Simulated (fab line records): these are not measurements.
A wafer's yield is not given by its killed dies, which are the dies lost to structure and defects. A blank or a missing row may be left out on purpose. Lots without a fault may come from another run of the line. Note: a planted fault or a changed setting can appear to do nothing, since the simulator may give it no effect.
Which tool is to blame? ; flow sfq-line ; 14 lots with 42 wafers sampled at 6 steps, on a route of 325 steps

WHAT EACH GAUGE READ, for each wafer
SFQ_M2_RS_MEAS_914: uses a four-point probe to measure.
lot;measured;on;M2_NB_RS (ohm/sq)
L910;day 27 21:07;film-metro-03;0.898 0.901 0.873
L911;day 27 22:20;film-metro-03;0.877 0.878 0.877
L912;day 27 23:31;film-metro-02;0.912 0.908 0.908
L915;day 28 03:07;film-metro-03;0.899 0.890 0.888
L920;day 33 21:01;film-metro-03;0.894 0.879 0.897
L921;day 34 09:23;film-metro-03;0.440 0.442 0.438
L923;day 35 02:11;film-metro-03;0.429 0.426 0.436
L926;day 36 04:44;film-metro-03;0.888 0.879 0.884
L928;day 36 10:43;film-metro-01;0.912 0.905 0.909
L929;day 37 20:29;film-metro-02;0.866 0.880 0.876
L930;day 39 01:26;film-metro-01;0.881 0.858 0.861
L931;day 39 06:14;film-metro-01;0.892 0.891 0.890
L932;day 39 17:43;film-metro-01;0.886 0.889 0.896
L933;day 40 02:40;film-metro-02;0.897 0.879 0.890

SFQ_M8_BOW_MEAS_951.
lot;measured;on;M8_BOW (um)
L910;day 77 02:25;film-metro-04;-6 -9 1
L911;day 77 06:02;film-metro-04;6 12 8
L912;day 77 08:25;film-metro-04;-8 -13 -2
L915;day 80 06:34;film-metro-01;6 5 14
L920;day 81 23:19;film-metro-04;-4 -5 -7
L921;day 84 11:27;film-metro-02;-3 11 17
L923;day 84 23:27;film-metro-04;-6 -13 -7
L926;day 85 12:25;film-metro-02;-3 0 0
L928;day 85 19:31;film-metro-01;-9 -19 -2
L929;day 86 01:33;film-metro-02;16 12 18
L930;day 86 03:55;film-metro-04;40 30 27
L931;day 86 05:07;film-metro-01;21 17 1
L932;day 86 11:09;film-metro-01;-8 -1 -4
L933;day 86 14:44;film-metro-01;6 3 1

EACH LOT AND THE TOOL THAT RAN IT (in order: tool; ch and the chambers of the sampled wafers; start)
lot;SFQ_TRILAYER_L0_VIA_BARC_OPEN_VIA_ETCH_021;SFQ_TRILAYER_M2_DEP_SPUTTER_055;SFQ_TRILAYER_M2_ETCH_METAL_ETCH_060;SFQ_TRILAYER_I7_VIA_BARC_OPEN_VIA_ETCH_260
L910;rie-diel-01 ch 0,1,3, day 6 21:16;pvd-sputter-03, day 27 21:01;rie-metal-02 ch 0,1, day 33 18:48;rie-diel-04 ch 0,1,3, day 73 22:44
L911;rie-diel-04 ch 0,1,3, day 7 09:16;pvd-sputter-06, day 27 22:13;rie-metal-03 ch 0,1, day 34 00:56;rie-diel-02 ch 1,2,3, day 74 03:32
L912;rie-diel-04 ch 0,2,3, day 7 13:14;pvd-sputter-03, day 27 23:25;rie-metal-02 ch 0,1, day 34 02:09;rie-diel-04 ch 1,2,3, day 74 05:56
L915;rie-diel-03 ch 0,2,3, day 8 22:05;pvd-sputter-04, day 28 03:01;rie-metal-02 ch 0,1, day 34 06:56;rie-diel-02 ch 1,2,3, day 80 00:32
L920;rie-diel-03 ch 0,1,3, day 9 17:41;pvd-sputter-06, day 33 20:54;rie-metal-03 ch 0,1, day 39 07:39;rie-diel-04 ch 0,1, day 81 01:44
L921;rie-diel-04 ch 0,2,3, day 9 23:41;pvd-sputter-03, day 34 09:01;rie-metal-02 ch 0,1, day 40 00:27;rie-diel-03 ch 0,1,2, day 81 06:32
L923;rie-diel-04 ch 0,1,3, day 10 10:29;pvd-sputter-06, day 35 01:49;rie-metal-01 ch 0,1, day 40 18:53;rie-diel-02 ch 0,1,2, day 81 18:32
L926;rie-diel-04 ch 1,2,3, day 12 07:13;pvd-sputter-06, day 36 04:37;rie-metal-02 ch 1, day 41 21:17;rie-diel-03 ch 2,3, day 82 07:44
L928;rie-diel-04 ch 0,1,3, day 12 21:37;pvd-sputter-03, day 36 10:37;rie-metal-01 ch 0,1, day 42 05:41;rie-diel-03 ch 0,1,2, day 82 17:20
L929;rie-diel-04 ch 0,2,3, day 13 09:26;pvd-sputter-06, day 37 20:20;rie-metal-01 ch 0,1, day 43 11:50;rie-diel-03 ch 0,2,3, day 83 01:44
L930;rie-diel-04 ch 0,3, day 13 21:26;pvd-sputter-06, day 39 01:21;rie-metal-01 ch 0,1, day 44 17:37;rie-diel-02 ch 1,2,3, day 83 04:08
L931;rie-diel-04 ch 0,2,3, day 14 09:09;pvd-sputter-04, day 39 06:09;rie-metal-01 ch 0,1, day 45 03:13;rie-diel-03 ch 1,2,3, day 83 07:56
L932;rie-diel-03 ch 0,2,3, day 14 13:57;pvd-sputter-04, day 39 16:57;rie-metal-03 ch 0,1, day 45 16:31;rie-diel-03 ch 0,3, day 83 11:32
L933;rie-diel-01 ch 1,2,3, day 14 21:09;pvd-sputter-03, day 40 02:33;rie-metal-03 ch 0,1, day 46 04:23;rie-diel-04 ch 1,3, day 83 14:06
- SFQ_TRILAYER_L0_VIA_BARC_OPEN_VIA_ETCH_021: etches BARC in O2, target depth 125 nm, time 41.7 s.
- SFQ_TRILAYER_M2_DEP_SPUTTER_055: material Nb, target thk 200 nm, time 133.3 s.
- SFQ_TRILAYER_M2_ETCH_METAL_ETCH_060: etches Nb in Cl2/Ar, stops on SiO2, target depth 240 nm, time 120 s.
- SFQ_TRILAYER_I7_VIA_BARC_OPEN_VIA_ETCH_260: etches BARC in O2, target depth 125 nm, time 41.7 s.

AS READ BY THE TOOLS THEMSELVES (means over the sampled wafers that have a number; for cases with no such wafer, the mark the record gives instead)
SFQ_TRILAYER_L0_VIA_BARC_OPEN_VIA_ETCH_021.
lot;tool;bias-w (W);drypump-motor-current-A (A);oes-product-au (a.u.)
L910;rie-diel-01;79.86;5.5;0.687
L911;rie-diel-04;80.10;5.7;0.686
L912;rie-diel-04;80.01;5.5;0.682
L915;rie-diel-03;79.97;5.7;0.685
L920;rie-diel-03;80.11;5.2;0.687
L921;rie-diel-04;80.12;5.5;0.686
L923;rie-diel-04;79.80;5.7;0.684
L926;rie-diel-04;79.99;5.5;0.686
L928;rie-diel-04;80.02;5.7;0.682
L929;rie-diel-04;80.27;5.5;0.685
L930;rie-diel-04;79.73;5.5;0.687
L931;rie-diel-04;80.06;5.5;0.687
L932;rie-diel-03;80.04;5.7;0.685
L933;rie-diel-01;79.82;5.6;0.689

SFQ_TRILAYER_M2_DEP_SPUTTER_055.
lot;tool;throttle-valve-pct (%)
L910;pvd-sputter-03;29.4
L911;pvd-sputter-06;28.3
L912;pvd-sputter-03;29.3
L915;pvd-sputter-04;30.2
L920;pvd-sputter-06;29.0
L921;pvd-sputter-03;29.1
L923;pvd-sputter-06;28.9
L926;pvd-sputter-06;28.9
L928;pvd-sputter-03;29.2
L929;pvd-sputter-06;29.2
L930;pvd-sputter-06;29.6
L931;pvd-sputter-04;30.2
L932;pvd-sputter-04;28.3
L933;pvd-sputter-03;29.8

SFQ_TRILAYER_M2_ETCH_METAL_ETCH_060.
lot;tool;bias-w (W);drypump-motor-current-A (A);oes-product-au (a.u.)
L910;rie-metal-02;79.97;5.9;0.896
L911;rie-metal-03;80.13;6.3;0.900
L912;rie-metal-02;80.01;5.9;0.884
L915;rie-metal-02;80.24;5.7;0.895
L920;rie-metal-03;80.16;6.3;0.891
L921;rie-metal-02;80.09;5.7;1.012
L923;rie-metal-01;80.03;5.4;0.991
L926;rie-metal-02;80.15;6.2;0.896
L928;rie-metal-01;80.08;5.5;0.882
L929;rie-metal-01;80.00;5.5;0.903
L930;rie-metal-01;80.20;5.5;0.910
L931;rie-metal-01;79.71;5.5;0.891
L932;rie-metal-03;79.89;6.3;0.888
L933;rie-metal-03;79.98;6.5;0.898

SFQ_TRILAYER_I7_VIA_BARC_OPEN_VIA_ETCH_260.
lot;tool;bias-w (W);drypump-motor-current-A (A);oes-product-au (a.u.)
L910;rie-diel-04;79.98;5.7;0.684
L911;rie-diel-02;79.81;5.7;0.685
L912;rie-diel-04;79.97;5.5;0.689
L915;rie-diel-02;80.04;5.7;0.686
L920;rie-diel-04;80.13;5.9;0.682
L921;rie-diel-03;79.97;5.6;0.687
L923;rie-diel-02;80.29;5.6;0.688
L926;rie-diel-03;80.00;5.4;0.682
L928;rie-diel-03;80.03;5.6;0.686
L929;rie-diel-03;80.04;5.7;0.684
L930;rie-diel-02;80.18;5.7;0.681
L931;rie-diel-03;79.98;5.3;0.688
L932;rie-diel-03;80.03;5.3;0.687
L933;rie-diel-04;80.22;5.6;0.685

THE ANSWER, worked out from the rows above alone
Rule: usual is defined by the lots themselves. The widest of any qualifying gaps counts: lots, ordered by their means at a reading, are off when they make up no more than a third of the lots, leave a main group of 4 or more, and stand apart from it by 3 or more times the standard deviation of that group's means. The tables above print the reading to a certain number of digits; a main group whose means all agree to those digits is not used. Also off: a lot with no number at a reading for which 4 or more lots have one. Any other lot the step has rows for is counted as sound. First the gauges in route order, then the tools' own readings, where a lot's mean is used as printed above. At the first step where some lot is off, the reading lying furthest off is the one used; lots without a number count as furthest.
Off: L921, L923, seen at SFQ_M2_RS_MEAS_914 (M2_NB_RS). For the main group the mean is 0.889 ohm/sq and the standard deviation 0.012.
A tool fits if, at a process step before that reading, it ran every lot that is off, and no sound lot after the first of them. Not tried: the gauges at SFQ_M2_RS_MEAS_914; whatever is off there is also off at SFQ_TRILAYER_M2_ETCH_METAL_ETCH_060, on other tools, and gauge error can't account for it. None of those tried fits.

WHAT THE SIMULATOR PUT IN
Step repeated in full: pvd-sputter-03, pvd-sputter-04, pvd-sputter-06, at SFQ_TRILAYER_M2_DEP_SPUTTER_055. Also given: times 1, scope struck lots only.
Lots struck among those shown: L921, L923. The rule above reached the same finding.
